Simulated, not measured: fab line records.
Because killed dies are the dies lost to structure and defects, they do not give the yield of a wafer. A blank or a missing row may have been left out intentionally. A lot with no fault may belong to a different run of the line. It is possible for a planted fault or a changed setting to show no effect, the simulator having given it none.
Matching of chambers    flow sky130    3 sister chambers for SKY_PASSIVATION_CVD_00 on pecvd-02
The step deposits SiO2, target thk 90 nm. 6 wafers are shown with their chamber, then 12 later ones without.

## WAFERS PAIRED WITH THEIR CHAMBERS
wafer   chamber  heaterPowerW (W)
L095.1  1        928
L095.2  0        645
L095.5  2        672
L091.4  0        560
L091.5  1        836
L091.6  2        547

## WAFERS WITHOUT THEIR CHAMBER
wafer   heaterPowerW (W)
L090.1  557
L090.5  572
L090.6  796
L094.2  857
L094.3  653
L094.5  862
L096.2  645
L096.4  659
L096.5  635
L097.1  656
L097.2  937
L097.6  623

## WHICH CHAMBER EACH ONE RAN IN
wafer   from the rows above           in truth
L090.1  can't be placed: 0 or 2       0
L090.5  can't be placed: 0 or 2       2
L090.6  can't be placed: 1 or 2 or 0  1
L094.2  1                             1
L094.3  can't be placed: 2 or 0       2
L094.5  1                             1
L096.2  can't be placed: 2 or 0       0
L096.4  can't be placed: 2 or 0       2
L096.5  can't be placed: 2 or 0       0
L097.1  can't be placed: 2 or 0       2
L097.2  1                             1
L097.6  can't be placed: 2 or 0       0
Correct placement for 3 of the 12. Unplaceable from these rows: 9, with the true chamber sitting among the candidates in 9. 0 placed wrongly.
How it was worked out, from the rows above alone: a wafer's distance from a chamber is the root of the sum, over the readings, of the square of ((its reading less the chamber's mean) divided by the reading's scatter). The wafer belongs to the nearest chamber; if the next one is less than 2 further off, it can't be placed. Each chamber's mean is taken over the wafers shown for it. The scatter: the root of (the sum of the squares of (reading less its chamber's mean) over the shown wafers, divided by (wafers less chambers)).
